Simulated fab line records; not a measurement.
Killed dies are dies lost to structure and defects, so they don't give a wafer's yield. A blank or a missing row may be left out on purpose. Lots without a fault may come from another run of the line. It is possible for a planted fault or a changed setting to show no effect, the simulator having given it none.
Chamber matching ; flow sky130 ; SKY_VIA1_CMP_02 on cmp-01: 4 sister chambers
The step polishes SiO2. 4 wafers are shown with their chamber, then 12 later ones without.

## EACH WAFER AND ITS CHAMBER
wafer;chamber;motorCurrentA (A)
L088.5;2;14.5
L090.1;0;14.0
L090.2;1;12.2
L090.6;3;11.5

## WAFERS WITHOUT THEIR CHAMBER
wafer;motorCurrentA (A)
L091.1;14.6
L091.3;14.7
L091.6;14.5
L092.1;12.0
L092.2;15.2
L092.6;14.6
L093.1;14.3
L093.3;14.6
L093.6;14.6
L095.1;11.8
L095.3;13.9
L095.4;14.6

## WHICH CHAMBER EACH WENT THROUGH
wafer;from the rows above;in truth
L091.1;can't be placed: 2 or 0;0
L091.3;can't be placed: 2 or 0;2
L091.6;can't be placed: 2 or 0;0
L092.1;can't be placed: 1 or 3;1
L092.2;can't be placed: 2 or 0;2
L092.6;can't be placed: 2 or 0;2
L093.1;can't be placed: 2 or 0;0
L093.3;can't be placed: 2 or 0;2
L093.6;can't be placed: 2 or 0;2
L095.1;can't be placed: 3 or 1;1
L095.3;can't be placed: 0 or 2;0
L095.4;can't be placed: 2 or 0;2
Correct placement for 0 of the 12. Unplaceable from these rows: 12, with the true chamber sitting among the candidates in 12. Number placed wrongly: 0.
How it was worked out, from the rows above alone: a wafer's distance from a chamber is the root of the sum, over the readings, of the square of ((its reading less the chamber's mean) divided by the reading's scatter). The wafer belongs to the nearest chamber; if the next one is less than 2 further off, it can't be placed. Each chamber's mean is taken over the wafers shown for it. The scatter (one wafer shown for each chamber): square how far every hidden wafer sits from the nearest shown wafer, average those squares and take the square root.
